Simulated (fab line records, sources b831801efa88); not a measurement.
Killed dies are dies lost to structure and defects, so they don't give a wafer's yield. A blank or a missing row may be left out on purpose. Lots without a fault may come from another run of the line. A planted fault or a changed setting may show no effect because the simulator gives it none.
Chamber matching | flow sky130 | SKY_VIA4_ETCH_12 on rie_diel-04: 4 sister chambers
The step etches SiO2 in C4F8/O2/Ar, stops on TiN, target depth 580 nm. 14 wafers are shown with their chamber, then 7 later ones without.

WAFERS WITH THEIR CHAMBER
wafer  | chamber | oes_product_au (a.u.)
L203.1 | 3       | 0.916
L203.2 | 2       | 0.925
L203.5 | 3       | 0.933
L205.4 | 1       | 0.917
L205.5 | 0       | 0.921
L205.6 | 1       | 0.927
L204.2 | 3       | 0.926
L204.4 | 0       | 0.926
L204.6 | 1       | 0.924
L216.2 | 0       | 0.926
L216.4 | 2       | 0.923
L216.5 | 1       | 0.931
L223.1 | 3       | 0.928
L223.2 | 0       | 0.932

SIGNATURES (means of the wafers above)
reading        | chamber 0 | chamber 1 | chamber 2 | chamber 3 | scatter within a chamber
oes_product_au | 0.92625   | 0.92475   | 0.92400   | 0.92575   | 0.00566
Rule: a wafer's distance from a chamber is the root of the sum, over the readings, of the square of ((its reading less the chamber's mean) divided by the reading's scatter). The wafer belongs to the nearest chamber; if the next one is less than 2 further off, it can't be placed. The scatter: the root of (the sum of the squares of (reading less its chamber's mean) over the shown wafers, divided by (wafers less chambers)).

WAFERS WITHOUT THEIR CHAMBER
wafer  | oes_product_au (a.u.)
L223.6 | 0.931
L224.2 | 0.918
L224.5 | 0.920
L224.6 | 0.925
L225.1 | 0.927
L225.4 | 0.924
L225.5 | 0.927

WHICH CHAMBER EACH WENT THROUGH
wafer  | from the rows above               | in truth
L223.6 | can't be placed: 0 or 3 or 1 or 2 | 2
L224.2 | can't be placed: 2 or 1 or 3 or 0 | 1
L224.5 | can't be placed: 2 or 1 or 3 or 0 | 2
L224.6 | can't be placed: 1 or 3 or 2 or 0 | 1
L225.1 | can't be placed: 0 or 3 or 1 or 2 | 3
L225.4 | can't be placed: 2 or 1 or 3 or 0 | 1
L225.5 | can't be placed: 0 or 3 or 1 or 2 | 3
Placed correctly: 0 of 7. Can't be placed from these rows: 7 (the true chamber is among the candidates in 7). Placed wrongly: 0.
